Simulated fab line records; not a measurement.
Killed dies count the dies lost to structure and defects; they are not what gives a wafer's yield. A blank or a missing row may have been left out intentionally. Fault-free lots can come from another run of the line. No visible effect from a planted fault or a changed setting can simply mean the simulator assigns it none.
Which tool was responsible?    flow sky130    12 lots, 36 wafers sampled, at 5 steps of a route of 708

WHAT THE GAUGES SHOWED, per wafer
SKY_VT_ADJUST_PCH_TW_MEAS_10. Usual: VT_ADJUST_PCH_TW 142.3, standard deviation 2.
lot   measured      on            VT_ADJUST_PCH_TW   flag
L363  day 10 02:20  filmMetro-02  142.6 143.1 142.7  
L365  day 10 19:59  filmMetro-01  140.3 139.7 139.5  
L366  day 11 01:43  filmMetro-01  139.4 139.6 139.6  
L367  day 11 09:38  filmMetro-01  139.4 139.5 138.9  
L372  day 14 06:23  filmMetro-01  139.8 140.4 139.6  
L373  day 14 06:58  filmMetro-02  142.7 142.4 142.3  
L374  day 14 07:43  filmMetro-01  140.0 139.7 139.8  
L377  day 15 03:08  filmMetro-04  145.0 144.8 145.7  
L378  day 15 14:51  filmMetro-02  142.4 142.2 142.8  
L379  day 15 15:50  filmMetro-02  142.2 142.0 141.6  
L381  day 16 06:54  filmMetro-04  145.3 144.4 144.5  
L386  day 17 13:46  filmMetro-04  143.3 143.8 143.9  

TOOL THAT RAN EACH LOT (tool first, then ch and the chambers of the sampled wafers, then the start)
lot   SKY_FIELD_ISO_STRIP_16              SKY_NWELL_COAT_05                SKY_NWELL_STRIP_14                   SKY_VT_ADJUST_LVTN_STRIP_09
L363  plasmaAsher-02 ch 0,1, day 2 04:58  lithoTrack-01 ch 0, day 4 03:06  plasmaAsher-04 ch 0,1, day 4 11:28   plasmaAsher-03 ch 0, day 6 16:49
L365  plasmaAsher-02 ch 0,1, day 2 15:53  lithoTrack-04 ch 0, day 4 15:49  plasmaAsher-04 ch 0,1, day 4 23:44   plasmaAsher-03 ch 0,1, day 7 07:44
L366  plasmaAsher-01 ch 0,1, day 2 20:55  lithoTrack-03 ch 0, day 4 20:23  plasmaAsher-01 ch 0,1, day 5 05:49   plasmaAsher-04 ch 0,1, day 7 13:44
L367  plasmaAsher-03 ch 0,1, day 3 02:58  lithoTrack-01 ch 0, day 5 00:52  plasmaAsher-04 ch 0, day 5 10:43     plasmaAsher-04 ch 0,1, day 7 20:35
L372  plasmaAsher-02 ch 0,1, day 4 06:00  lithoTrack-03 ch 0, day 6 20:05  plasmaAsher-04 ch 0,1, day 7 06:20   plasmaAsher-03 ch 0,1, day 9 20:23
L373  plasmaAsher-01 ch 0,1, day 4 10:51  lithoTrack-03 ch 0, day 6 22:02  plasmaAsher-01 ch 0,1, day 7 08:20   plasmaAsher-03 ch 0,1, day 9 23:08
L374  plasmaAsher-03 ch 0, day 4 18:33    lithoTrack-03 ch 0, day 7 03:17  plasmaAsher-01 ch 0,1, day 7 13:32   plasmaAsher-04 ch 1, day 10 04:20
L377  plasmaAsher-01 ch 0,1, day 5 10:05  lithoTrack-04 ch 0, day 7 17:13  plasmaAsher-04 ch 0,1, day 8 03:51   plasmaAsher-03 ch 0,1, day 10 21:17
L378  plasmaAsher-01 ch 0,1, day 5 18:47  lithoTrack-01 ch 0, day 8 03:04  plasmaAsher-04 ch 0,1, day 8 13:54   plasmaAsher-04 ch 0,1, day 11 08:05
L379  plasmaAsher-01 ch 0,1, day 5 20:36  lithoTrack-04 ch 0, day 8 03:38  plasmaAsher-01 ch 0,1, day 8 14:35   plasmaAsher-01 ch 0,1, day 11 08:32
L381  plasmaAsher-01 ch 0,1, day 6 04:59  lithoTrack-01 ch 0, day 8 16:43  plasmaAsher-02 ch 0,1, day 9 02:44   plasmaAsher-03 ch 0,1, day 11 23:08
L386  plasmaAsher-01 ch 0,1, day 7 03:31  lithoTrack-01 ch 0, day 9 14:16  plasmaAsher-04 ch 0,1, day 10 01:19  plasmaAsher-01 ch 0, day 13 00:41
- SKY_FIELD_ISO_STRIP_16: strips in O2/N2.
- SKY_NWELL_COAT_05: resist thk 3000 nm.
- SKY_NWELL_STRIP_14: strips in O2/N2.
- SKY_VT_ADJUST_LVTN_STRIP_09: strips in O2/N2.

WHAT THE TOOLS THEMSELVES READ (means of the sampled wafers that have a number; where no wafer has one, the mark that the record gives instead)
SKY_FIELD_ISO_STRIP_16. Usual: drypumpMotorCurrentA 5.66 A, standard deviation 0.22; oesProductAu 0.378 a.u., standard deviation 0.0047; stripTimeToEndpointS 3.54 s, standard deviation 0.041.
lot   tool            drypumpMotorCurrentA (A)  oesProductAu (a.u.)  stripTimeToEndpointS (s)  flag
L363  plasmaAsher-02  5.39                      0.377                3.57                      
L365  plasmaAsher-02  5.45                      0.375                3.54                      
L366  plasmaAsher-01  5.84                      0.373                3.51                      
L367  plasmaAsher-03  5.76                      0.382                3.54                      
L372  plasmaAsher-02  5.45                      0.378                3.57                      
L373  plasmaAsher-01  5.78                      0.375                3.55                      
L374  plasmaAsher-03  6.03                      0.376                3.51                      
L377  plasmaAsher-01  5.77                      0.373                3.52                      
L378  plasmaAsher-01  5.84                      0.379                3.58                      
L379  plasmaAsher-01  5.77                      0.376                3.51                      
L381  plasmaAsher-01  5.82                      0.377                3.50                      
L386  plasmaAsher-01  5.81                      0.378                3.50                      

SKY_NWELL_STRIP_14. Usual: drypumpMotorCurrentA 5.7 A, standard deviation 0.47; oesProductAu 0.723 a.u., standard deviation 0.0047; stripTimeToEndpointS 36.90 s, standard deviation 0.11.
lot   tool            drypumpMotorCurrentA (A)  oesProductAu (a.u.)  stripTimeToEndpointS (s)  flag
L363  plasmaAsher-04  5.8                       0.720                36.93                     
L365  plasmaAsher-04  6.2                       0.719                36.99                     
L366  plasmaAsher-01  5.8                       0.724                36.92                     
L367  plasmaAsher-04  6.6                       0.721                36.97                     
L372  plasmaAsher-04  5.8                       0.721                36.92                     
L373  plasmaAsher-01  5.8                       0.721                31.06                     OFF
L374  plasmaAsher-01  5.8                       0.719                24.92                     OFF
L377  plasmaAsher-04  6.2                       0.724                37.00                     
L378  plasmaAsher-04  6.2                       0.720                36.81                     
L379  plasmaAsher-01  5.8                       0.723                36.84                     
L381  plasmaAsher-02  5.4                       0.725                36.99                     
L386  plasmaAsher-04  5.8                       0.720                36.82                     

SKY_VT_ADJUST_LVTN_STRIP_09. Usual: drypumpMotorCurrentA 5.9 A, standard deviation 0.38; oesProductAu 0.722 a.u., standard deviation 0.0046; stripTimeToEndpointS 36.91 s, standard deviation 0.095.
lot   tool            drypumpMotorCurrentA (A)  oesProductAu (a.u.)  stripTimeToEndpointS (s)  flag
L363  plasmaAsher-03  6.0                       0.726                36.99                     
L365  plasmaAsher-03  5.8                       0.723                36.82                     
L366  plasmaAsher-04  5.8                       0.723                36.87                     
L367  plasmaAsher-04  5.8                       0.722                36.79                     
L372  plasmaAsher-03  5.9                       0.721                36.83                     
L373  plasmaAsher-03  5.8                       0.719                36.96                     
L374  plasmaAsher-04  5.4                       0.720                37.01                     
L377  plasmaAsher-03  5.9                       0.722                36.77                     
L378  plasmaAsher-04  5.8                       0.724                37.01                     
L379  plasmaAsher-01  5.8                       0.721                36.94                     
L381  plasmaAsher-03  5.8                       0.724                36.99                     
L386  plasmaAsher-01  5.7                       0.722                37.03                     

THE ANSWER, worked out from the rows above alone
Rule: lot off if the mean of its wafers having a number is beyond 3 standard deviations from the usual mean. A lot without any number at a reading at which 4 lots or more have one is off too. All remaining lots with rows at the step are treated as sound. The gauges are gone through in route order, then the tools' own readings, and for those a lot's mean is taken as printed above. The first step at which some lot is off is used, and at that step the reading that is off furthest; a lot without a number counts as furthest.
Off: L373, L374, at SKY_NWELL_STRIP_14 (stripTimeToEndpointS).
A tool fits if, at that step or a process step before it, it ran every lot that is off, and no sound lot after the first of them. One fits: SKY_NWELL_COAT_05 on lithoTrack-03. Its last sound lot is L372 (day 6 20:05), its first lot that is off L373 (day 6 22:02): a fault that began between those two fits.

WHAT HAD BEEN PUT IN BY THE SIMULATOR
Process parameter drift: lithoTrack-03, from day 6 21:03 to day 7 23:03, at SKY_NWELL_COAT_05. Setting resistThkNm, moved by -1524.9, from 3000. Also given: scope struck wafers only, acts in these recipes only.
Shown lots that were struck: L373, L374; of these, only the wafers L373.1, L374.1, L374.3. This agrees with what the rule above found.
